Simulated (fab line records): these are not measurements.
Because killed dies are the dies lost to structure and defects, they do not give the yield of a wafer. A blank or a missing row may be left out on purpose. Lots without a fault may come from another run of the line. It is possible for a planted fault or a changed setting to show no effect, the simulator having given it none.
The tool behind it: which one? + flow sky130 + 7 lots, 21 wafers sampled, at 2 steps of a route of 708

## WHAT THE GAUGES READ, wafer by wafer
SKY_CONTACT_OVL_MEAS_15.
| lot  | measured     | on         | CONTACT_OVL (nm) |
|------|--------------|------------|------------------|
| L538 | day 32 15:46 | overlay-01 | -5 2 -2          |
| L542 | day 33 16:58 | overlay-02 | -1 2 -5          |
| L544 | day 34 03:51 | overlay-02 | 8 10 0           |
| L546 | day 34 14:30 | overlay-01 | -7 1 4           |
| L551 | day 36 08:25 | overlay-01 | 7 -1 0           |
| L557 | day 38 08:13 | overlay-01 | 2 -1 11          |
| L559 | day 38 17:48 | overlay-01 | 3 2 9            |

## TOOL THAT RAN EACH LOT (tool first, then ch and the chambers of the sampled wafers, then the start)
| lot  | SKY_POLY_GATE_STRIP_18              |
|------|-------------------------------------|
| L538 | plasmaAsher-03 ch 0,1, day 17 11:33 |
| L542 | plasmaAsher-01 ch 0,1, day 18 17:30 |
| L544 | plasmaAsher-01 ch 0,1, day 19 05:00 |
| L546 | plasmaAsher-01 ch 0,1, day 19 20:17 |
| L551 | plasmaAsher-03 ch 0,1, day 21 19:07 |
| L557 | plasmaAsher-02 ch 0, day 24 00:40   |
| L559 | plasmaAsher-02 ch 0, day 24 13:16   |
- SKY_POLY_GATE_STRIP_18: strips in O2/N2.

## THE ANSWER, worked out from the rows above alone
Rule: the lots themselves supply what counts as usual. Put in order of their means at a reading, lots are off if they are a third of the lots or fewer, leave a main group of 4 or more, and stand apart from it by a gap of 3 or more times the standard deviation of the main group's means; of several such gaps the widest counts. Not used: any main group whose means are identical at the precision the tables above print for the reading. A lot without any number at a reading at which 4 lots or more have one is off too. Any other lot the step has rows for is counted as sound.
None of the lots is off at any reading shown; this tells nothing.

## WHAT THE SIMULATOR HAD INSERTED
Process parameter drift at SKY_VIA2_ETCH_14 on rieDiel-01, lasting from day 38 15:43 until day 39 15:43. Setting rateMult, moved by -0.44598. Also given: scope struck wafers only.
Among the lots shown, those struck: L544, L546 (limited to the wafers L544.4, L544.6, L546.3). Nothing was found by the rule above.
